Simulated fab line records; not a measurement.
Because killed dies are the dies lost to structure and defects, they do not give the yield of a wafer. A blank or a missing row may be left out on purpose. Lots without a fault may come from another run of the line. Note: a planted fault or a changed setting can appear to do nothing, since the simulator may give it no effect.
Code-filled problem report in 8D (eight disciplines) form	flow gf180mcu	the parts of the form that need people (team, actions taken, sign-off) are left out

== 1. WHAT WENT WRONG ==
Wafers without a fault read 131.3 s, standard deviation 0.54; run_length_s at GF_STI_ETCH_14 reads a mean of 121.6 s on 4 wafers belonging to 3 lots. Measured from the usual mean, that is -18 standard deviations.
The step: etches Si in HBr/Cl2/O2, target depth 360 nm, time 102.9 s.
First seen on wafer L978.3, day 3 16:37, on rie_si-01. The record has a number at this step for 38 wafers belonging to 13 lots. The rule behind "out" and "out of limits": a value lying over 4 standard deviations away from the usual mean. The other wafers with a number count as sound.

== 2. WHAT IT IS AND WHAT IT IS NOT ==
question	is	is not
which readings at this step	run_length_s	drypump_motor_current_A, oes_product_au
which lots	L978, L980, L984	L972, L975, L976, L977, L979, L987, L989, L990, L992, L994
which wafers of those lots	L978.3, L978.4, L980.4, L984.4	L978.5, L980.1, L984.2, L984.5
read on which tools	rie_si-01	rie_si-02
when	from day 3 16:37	up to then (13 sound wafers); but 21 sound wafers of L979, L980, L984, L987, L989, L990, L992, L994 came after

== 3. SUSPECTS, AND WHAT RULES EACH OUT ==
Counting: if a tool at a process step up to the reading ran every lot that is out, it stays a suspect. Sound lots after the first of them don't rule it out here, since some wafers of a struck lot are sound.
- rie_si-01 at GF_STI_ETCH_14 (etches Si in HBr/Cl2/O2, target depth 360 nm, time 102.9 s): kept. It ran every lot that is out, first L978 (day 3 16:37); its last sound lot up to then is L977 (day 3 08:35). Its own readings are out on those wafers: run_length_s.
The count leaves rie_si-01 at GF_STI_ETCH_14.

== 4. THE CAUSE (what the simulator had put in) ==
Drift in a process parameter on rie_si-01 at GF_STI_ETCH_14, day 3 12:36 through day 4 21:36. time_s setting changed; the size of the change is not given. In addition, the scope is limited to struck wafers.
After counting, this tool was the only one left.

== 5. THE EFFECT CHAIN, in route order ==
Each row: a reading whose mean over the struck wafers that have a number lies more than 3 standard deviations from the usual. Only readings whose record carries a usual standard deviation are examined. hours: median over the lots of the time between each lot's start at the first step of this table that gives one and its start at this step. sigmas: the change, counted in usual standard deviations.
hours	step	reading	usual	on struck wafers	change	sigmas
0	GF_STI_ETCH_14	run_length_s	131.3 s	121.6	-9.7	-18
Process steps it contains:
- GF_STI_ETCH_14: etches Si in HBr/Cl2/O2, target depth 360 nm, time 102.9 s.
Later steps that measure or inspect, where all struck wafers having a row at the step show a number for every such reading and not one has moved that far: GF_DNWELL_TW_MEAS_09.

== 6. WHAT WOULD HAVE CAUGHT IT SOONER ==
First out-of-limits reading in this record: day 3 16:37, which is 4 hours after fault onset at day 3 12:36.
